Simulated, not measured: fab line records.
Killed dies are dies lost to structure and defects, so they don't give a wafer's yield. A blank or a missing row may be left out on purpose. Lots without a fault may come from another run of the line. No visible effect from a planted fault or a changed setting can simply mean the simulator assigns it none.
A struck lot beside a sound one / flow sky130 / 34 steps out of a route of 708
Sound: wafers L970.3, L970.4, L970.5. Wafers struck: L958.1, L958.3, L958.5. The cause is given at the end.
Per side, at each step with rows, come the tool, then ch with its chambers, and then its first start. Under that, the readings that differ: sound wafers / struck wafers / difference of the means / sigmas: that difference in standard deviations of wafers without a fault.
alike: readings with means less than 2 such deviations apart, plus words and numbers identical on both sides. not compared: withheld readings, readings lacking a value on some wafer, bounds such as >300 that could conceal the same value, and numbers that have no deviation in the record and whose values overlap.
Wherever a step has rows on one side only, a row that says differs or no value, or a row with sigmas, the two part there. Numbers that don't overlap but have no deviation are shown without sigmas and don't part them. Lack of a reading on every wafer of one side parts them only where that side has two or more wafers.

first, 7 steps without rows for these wafers: SKY_SONOS_TUNNEL_DEVELOP_06 (develop time 60 s); SKY_SONOS_TUNNEL_IMPLANT_09; SKY_SONOS_TUNNEL_WET_ETCH_10 (etches SiO2 in dHF, target depth 14 nm, time 280 s); SKY_SONOS_TUNNEL_STRIP_11 (strips in SPM, time 600 s); SKY_SONOS_TUNNEL_CLEAN_13 (cleans in dHF, time 20 s); SKY_SONOS_ONO_OXIDATION_00 (stabilise 600 s, purge 300 s, target thk 2.6 nm); SKY_SONOS_ONO_CVD_02 (deposits Si3N4 from DCS/NH3, target thk 10.5 nm, time 180 s).
SKY_SONOS_ONO_CVD_04: deposits SiO2 from SiH4/N2O, target thk 5.7199 nm.
  sound on lpcvd-03 ch 0, day 16 22:40; struck on lpcvd-03 ch 1, day 12 18:43
reading=spike-tc-upper-C (C); sound=901.1 902.0 901.1; struck=897.6 895.7 895.8; difference=-5.0; sigmas=-3
reading=model.SiO2_of_SONOS_ONO_CVD_04.thk-nm (nm); sound=5.774 5.78 5.832; struck=6.646 6.794 6.777; difference=+0.944; sigmas=
SKY_SONOS_ONO_THK_MEAS_05:
  sound on film-metro-04, day 16 23:56; struck on film-metro-04, day 12 19:58
reading=SONOS_ONO_CVD_04_THK (nm); sound=5.78 5.74 5.86; struck=6.69 6.83 6.76; difference=+0.97; sigmas=+9
then, 23 steps without rows for these wafers: SKY_SONOS_ONO_DEHYDRATE_06 (time 60 s); SKY_SONOS_ONO_HMDS_07 (prime time 60 s); SKY_SONOS_ONO_COAT_08 (resist thk 1140 nm); SKY_SONOS_ONO_SOFTBAKE_09 (time 60 s); SKY_SONOS_ONO_EXPOSE_10 (exposes mask ONOM, target cd 410 nm); SKY_SONOS_ONO_PEB_11; SKY_SONOS_ONO_DEVELOP_12 (develop time 60 s); SKY_SONOS_ONO_ETCH_15 (etches the open film in CHF3/O2, target depth 19.52 nm, time 7.8 s); SKY_SONOS_ONO_WET_ETCH_16 (etches SiO2 in dHF, target depth 14 nm, time 280 s); SKY_SONOS_ONO_STRIP_17 (strips in O2/N2); SKY_SONOS_ONO_WET_ETCH_18 (etches Si3N4 in H3PO4, target depth 15 nm, time 172 s); SKY_GATE_OXIDE_CLEAN_00 (cleans in SC1/SC2, time 150 s); SKY_GATE_OXIDE_OXIDATION_01 (stabilise 600 s, purge 300 s, target thk 10.268 nm); SKY_GATE_OXIDE_DEHYDRATE_03 (time 60 s); SKY_GATE_OXIDE_HMDS_04 (prime time 60 s); SKY_GATE_OXIDE_COAT_05 (resist thk 1140 nm); SKY_GATE_OXIDE_SOFTBAKE_06 (time 60 s); SKY_GATE_OXIDE_EXPOSE_07 (exposes mask LVOM, target cd 600 nm); SKY_GATE_OXIDE_PEB_08; SKY_GATE_OXIDE_DEVELOP_09 (develop time 60 s); SKY_GATE_OXIDE_IMPLANT_11; SKY_GATE_OXIDE_WET_ETCH_12 (etches SiO2 in dHF, target depth 16.8 nm, time 336 s); SKY_GATE_OXIDE_STRIP_13 (strips in O2/N2).
-- the record jumps here: 2 days lie between the struck wafers' starts before and after --
SKY_GATE_OXIDE_CLEAN_15: cleans in SC1/SC2, time 150 s.
  sound on wet-bench-01 ch 3, day 19 13:44; struck on wet-bench-03 ch 1, day 15 03:10
reading=model.SiO2_of_SONOS_ONO_CVD_04.thk-nm (nm); sound=4.25 4.254 4.303; struck=5.147 5.297 5.282; difference=+0.973; sigmas=
  alike: temp-c
-- a jump in the record: the struck wafers' starts before and after are 32 days apart (it breaks off in module GATE_OXIDE and resumes in module PAD_OPEN, where the first step shown is number 708 of the route) --
SKY_PAD_OPEN_PROBE_99:
  sound on prober-02, day 49 14:15; struck on prober-01, day 46 19:55
reading=model.etest.sonos-erased.drive-ua-um; sound=179.4 167.1 173.9; struck=120.1 115.4 133.7; difference=-50.4; sigmas=
reading=model.etest.cap-ono.gate-log10-a-cm2; sound=-7.955 -8.111 -8.22; struck=-9.122 -9.381 -9.162; difference=-1.126; sigmas=
reading=model.etest.sonos-programmed.off-log10-a-um; sound=-14 -14 -13.83; struck=-12.85 -12.23 -12.08; difference=+1.56; sigmas=
reading=model.etest.cap-ono.gate-bv-v (V); sound=16.35 16.49 16.37; struck=17.34 17.17 17.83; difference=+1.04; sigmas=
reading=model.etest.cap-ono.tox-acc-nm (nm); sound=12.91 13.05 13.05; struck=13.76 13.96 13.9; difference=+0.87; sigmas=
reading=model.etest.sonos-programmed.vt-v (V); sound=1.426 1.411 1.404; struck=0.9291 0.8017 0.8308; difference=-0.5598; sigmas=
reading=model.etest.sonos-erased.vt-v (V); sound=-2.268 -2.207 -2.183; struck=-1.812 -1.718 -1.774; difference=+0.451; sigmas=
  alike: killed_at_M0_to_M3, killed_at_M4_up, killed-at-contacts, killed-at-front-end, killed-at-other, killed-dies, killed-open, killed-short
  not compared: model.etest.sonos-uncharged.r-on-ohm-um

== WHERE THEY PART ==
First at SKY_SONOS_ONO_CVD_04; last, within this record, at SKY_SONOS_ONO_THK_MEAS_05. Later steps at which nothing parts them and some readings are alike: SKY_GATE_OXIDE_CLEAN_15, SKY_PAD_OPEN_PROBE_99.

WHY: whatever the simulator had introduced
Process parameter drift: lpcvd-03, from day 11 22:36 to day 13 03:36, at SKY_SONOS_ONO_CVD_04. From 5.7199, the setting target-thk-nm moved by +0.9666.
